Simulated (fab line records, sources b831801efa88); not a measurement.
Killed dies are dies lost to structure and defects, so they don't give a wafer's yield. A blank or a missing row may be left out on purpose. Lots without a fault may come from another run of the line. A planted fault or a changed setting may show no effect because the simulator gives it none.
Chamber matching | flow sky130 | SKY_PASSIVATION_CVD_00 on pecvd-03: 3 sister chambers
The step deposits SiO2, target thk 90 nm. 6 wafers are shown with their chamber, then 8 later ones without.

WAFERS WITH THEIR CHAMBER
wafer  | chamber | heater_power_w (W)
L388.3 | 2       | 673
L388.4 | 0       | 845
L389.1 | 1       | 802
L389.2 | 2       | 823
L389.4 | 1       | 817
L400.1 | 0       | 844

WAFERS WITHOUT THEIR CHAMBER
wafer  | heater_power_w (W)
L400.2 | 800
L400.3 | 726
L401.1 | 845
L401.4 | 686
L401.6 | 869
L404.1 | 828
L404.2 | 708
L404.4 | 819

WHICH CHAMBER EACH WENT THROUGH
wafer  | from the rows above          | in truth
L400.2 | can't be placed: 1 or 0 or 2 | 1
L400.3 | can't be placed: 2 or 1 or 0 | 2
L401.1 | can't be placed: 0 or 1 or 2 | 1
L401.4 | can't be placed: 2 or 1 or 0 | 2
L401.6 | can't be placed: 0 or 1 or 2 | 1
L404.1 | can't be placed: 0 or 1 or 2 | 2
L404.2 | can't be placed: 2 or 1 or 0 | 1
L404.4 | can't be placed: 1 or 0 or 2 | 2
Placed correctly: 0 of 8. Can't be placed from these rows: 8 (the true chamber is among the candidates in 8). Placed wrongly: 0.
How it was worked out, from the rows above alone: a wafer's distance from a chamber is the root of the sum, over the readings, of the square of ((its reading less the chamber's mean) divided by the reading's scatter). The wafer belongs to the nearest chamber; if the next one is less than 2 further off, it can't be placed. A chamber's mean is the mean of its shown wafers. The scatter: the root of (the sum of the squares of (reading less its chamber's mean) over the shown wafers, divided by (wafers less chambers)).
